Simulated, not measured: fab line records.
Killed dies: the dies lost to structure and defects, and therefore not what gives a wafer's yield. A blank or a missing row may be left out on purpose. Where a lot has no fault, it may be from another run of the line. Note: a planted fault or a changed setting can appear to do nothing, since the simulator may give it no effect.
What tool caused it? ; flow gf180mcu ; Sampling: 15 lots, 45 wafers, 7 of 602 route steps

## WHAT THE GAUGES READ, wafer by wafer
GF_STI_THK_MEAS_30.
lot;measured;on;STI_OXIDATION_02_THK (nm)
L672;day 2 07:19;film_metro-02;10.04 10.28 10.35
L675;day 2 22:35;film_metro-02;10.30 10.31 10.04
L676;day 3 02:08;film_metro-01;10.24 10.30 10.14
L677;day 3 08:29;film_metro-02;10.07 10.11 9.78
L678;day 3 15:01;film_metro-04;10.03 10.06 9.91
L679;day 3 18:58;film_metro-04;10.01 9.97 9.98
L682;day 4 09:03;film_metro-02;9.84 9.89 9.94
L683;day 4 18:08;film_metro-02;10.40 10.27 10.34
L684;day 4 21:46;film_metro-01;10.14 10.02 10.10
L686;day 5 06:46;film_metro-04;9.90 10.03 10.03
L688;day 5 17:19;film_metro-02;10.17 9.98 10.04
L690;day 6 03:38;film_metro-01;9.97 9.86 9.87
L691;day 6 10:33;film_metro-04;10.10 9.87 10.21
L693;day 6 18:59;film_metro-04;10.03 10.12 9.91
L694;day 6 23:52;film_metro-04;9.83 10.09 10.07

GF_LVPWELL_OVL_MEAS_07.
lot;measured;on;LVPWELL_OVL (nm)
L672;day 3 20:52;overlay-01;-1.1 1.0 1.6
L675;day 4 13:23;overlay-01;0.0 1.1 0.7
L676;day 4 19:13;overlay-01;-1.4 -1.1 -0.1
L677;day 5 01:35;overlay-01;-0.5 -0.4 -1.1
L678;day 5 08:22;overlay-02;-1.8 -0.8 -0.6
L679;day 5 12:00;overlay-01;-0.9 -1.1 1.4
L682;day 6 04:57;overlay-02;0.5 -0.2 1.8
L683;day 6 13:43;overlay-02;1.4 2.0 1.2
L684;day 6 18:55;overlay-02;-0.3 -1.5 -0.5
L686;day 7 04:13;overlay-02;-0.7 2.5 -1.3
L688;day 7 15:58;overlay-02;-3.0 -1.1 -1.7
L690;day 8 04:08;overlay-01;-2.5 -1.4 -2.1
L691;day 8 11:13;overlay-02;1.7 1.6 1.0
L693;day 8 17:52;overlay-01;-1.0 -1.1 -2.0
L694;day 8 22:22;overlay-02;-1.4 -1.0 0.0

GF_MVPSD_OVL_MEAS_07.
lot;measured;on;MVPSD_OVL (nm)
L672;day 5 00:19;overlay-01;-3.1 -1.7 -0.9
L675;day 5 18:01;overlay-01;1.3 3.2 2.3
L676;day 6 01:40;overlay-02;-0.1 -0.2 -0.5
L677;day 6 08:17;overlay-01;0.3 1.7 1.2
L678;day 6 15:29;overlay-02;-0.4 0.9 0.2
L679;day 6 18:45;overlay-02;5.2 3.0 3.3
L682;day 7 13:02;overlay-02;- - -
L683;day 7 22:02;overlay-01;- - -
L684;day 8 03:46;overlay-01;- - -
L686;day 8 13:08;overlay-02;-0.4 -1.5 1.3
L688;day 9 00:34;overlay-02;0.6 0.6 -0.3
L690;day 9 13:20;overlay-01;1.1 -1.4 0.6
L691;day 9 20:45;overlay-01;0.6 0.4 0.1
L693;day 10 03:47;overlay-02;0.8 -1.5 0.9
L694;day 10 09:23;overlay-01;-0.1 1.6 0.8

GF_VT_IMPLANT_TW_MEAS_10.
lot;measured;on;VT_IMPLANT_TW
L672;day 5 15:32;film_metro-01;556 558 558
L675;day 6 09:55;film_metro-01;560 561 561
L676;day 6 17:56;film_metro-01;559 559 559
L677;day 7 00:56;film_metro-01;558 560 561
L678;day 7 07:40;film_metro-02;562 563 563
L679;day 7 11:00;film_metro-01;559 558 560
L682;day 8 05:18;film_metro-02;696 693 693
L683;day 8 14:16;film_metro-03;693 696 695
L684;day 8 19:39;film_metro-02;694 697 697
L686;day 9 05:22;film_metro-02;564 563 564
L688;day 9 18:04;film_metro-03;565 566 562
L690;day 10 07:43;film_metro-03;567 564 566
L691;day 10 13:40;film_metro-01;558 557 556
L693;day 10 22:23;film_metro-02;559 558 563
L694;day 11 03:46;film_metro-01;565 563 562

GF_VT_IMPLANT_TW_MEAS_21.
lot;measured;on;VT_IMPLANT_2_TW
L672;day 6 06:44;film_metro-01;1201 1202 1196
L675;day 7 02:01;film_metro-03;1221 1218 1221
L676;day 7 09:45;film_metro-03;1223 1220 1220
L677;day 7 16:50;film_metro-03;1216 1213 1215
L678;day 7 22:10;film_metro-02;1212 1225 1216
L679;day 8 03:09;film_metro-01;1203 1203 1203
L682;day 8 20:01;film_metro-01;1230 1236 1243
L683;day 9 06:37;film_metro-02;1249 1253 1250
L684;day 9 13:03;film_metro-03;1247 1246 1249
L686;day 9 22:43;film_metro-03;1216 1222 1211
L688;day 10 12:03;film_metro-01;1202 1198 1210
L690;day 11 01:53;film_metro-03;1214 1210 1218
L691;day 11 08:37;film_metro-03;1221 1213 1213
L693;day 11 16:29;film_metro-03;1220 1211 1215
L694;day 11 23:13;film_metro-03;1213 1212 1222

GF_VT_IMPLANT_OVL_MEAS_29.
lot;measured;on;VT_IMPLANT_02_OVL (nm)
L672;day 6 22:16;overlay-01;0.4 -0.3 -0.1
L675;day 7 17:25;overlay-02;0.4 1.0 0.0
L676;day 8 01:16;overlay-02;0.2 1.0 0.7
L677;day 8 08:23;overlay-01;-0.2 -1.8 -2.2
L678;day 8 13:47;overlay-02;0.4 -0.2 -1.2
L679;day 8 18:49;overlay-01;0.3 -0.9 -0.5
L682;day 9 13:04;overlay-01;-0.7 -2.4 -1.6
L683;day 9 23:01;overlay-02;-1.0 -1.3 -0.2
L684;day 10 05:50;overlay-02;0.3 0.9 0.4
L686;day 10 16:22;overlay-01;0.2 -0.9 -0.7
L688;day 11 06:50;overlay-02;-0.7 -0.8 -0.4
L690;day 11 20:44;overlay-01;-1.0 -1.1 -0.3
L691;day 12 02:58;overlay-01;1.0 0.5 0.7
L693;day 12 11:10;overlay-01;-1.3 -0.2 0.1
L694;day 12 18:23;overlay-01;-1.8 -1.7 -1.7

## EACH LOT AND THE TOOL THAT RAN IT (in order: tool; ch and the chambers of the sampled wafers; start)
lot;GF_MVPSD_COAT_02
L672;litho_track-01 ch 0, day 4 16:57
L675;litho_track-04 ch 0, day 5 10:34
L676;litho_track-04 ch 0, day 5 17:17
L677;litho_track-02 ch 0, day 6 00:29
L678;litho_track-01 ch 0, day 6 07:37
L679;litho_track-02 ch 0, day 6 10:18
L682;litho_track-04, day 7 04:23
L683;litho_track-01, day 7 14:21
L684;litho_track-02, day 7 19:03
L686;litho_track-01 ch 0, day 8 04:25
L688;litho_track-01 ch 0, day 8 16:04
L690;litho_track-02 ch 0, day 9 04:45
L691;litho_track-01 ch 0, day 9 12:19
L693;litho_track-02 ch 0, day 9 18:51
L694;litho_track-02 ch 0, day 10 00:20
- GF_MVPSD_COAT_02: resist thk 3000 nm.

## AS READ BY THE TOOLS THEMSELVES (means over the sampled wafers that have a number; for cases with no such wafer, the mark the record gives instead)
GF_MVPSD_COAT_02.
lot;tool;chill_plate_temp_C (C);dispense_pressure_kPa (kPa)
L672;litho_track-01;22.98;47.0
L675;litho_track-04;23.08;49.9
L676;litho_track-04;23.21;49.9
L677;litho_track-02;23.10;48.3
L678;litho_track-01;22.90;47.0
L679;litho_track-02;23.00;48.3
L682;litho_track-04;-;-
L683;litho_track-01;-;-
L684;litho_track-02;-;-
L686;litho_track-01;23.00;47.0
L688;litho_track-01;22.96;47.0
L690;litho_track-02;23.09;48.3
L691;litho_track-01;23.12;47.0
L693;litho_track-02;22.98;48.3
L694;litho_track-02;22.97;48.3

## THE ANSWER, worked out from the rows above alone
Rule: the usual values come from the lots themselves. The widest of any qualifying gaps counts: lots, ordered by their means at a reading, are off when they make up no more than a third of the lots, leave a main group of 4 or more, and stand apart from it by 3 or more times the standard deviation of that group's means. Not used: any main group whose means are identical at the precision the tables above print for the reading. Also off: a lot with no number at a reading for which 4 or more lots have one. Any other lot the step has rows for is counted as sound. Order of review: gauges by route order, followed by the tools' own readings, for which a lot's mean as printed above is used. The first step at which some lot is off is used, and at that step the reading that is off furthest; a lot without a number counts as furthest.
Off: L682, L683, L684, at GF_MVPSD_OVL_MEAS_07 (MVPSD_OVL). Without a number there: L682, L683, L684. Main group: mean 0.6 nm, sd 1.4.
If a tool, at a process step before that reading, ran all the lots that are off and no sound lot after the first of them, it fits. Not tried: the gauges at GF_MVPSD_OVL_MEAS_07; whatever is off there is also off at GF_VT_IMPLANT_TW_MEAS_10, on other tools, and gauge error can't account for it. No candidate that was tried fits.

## WHAT WAS PUT IN BY THE SIMULATOR
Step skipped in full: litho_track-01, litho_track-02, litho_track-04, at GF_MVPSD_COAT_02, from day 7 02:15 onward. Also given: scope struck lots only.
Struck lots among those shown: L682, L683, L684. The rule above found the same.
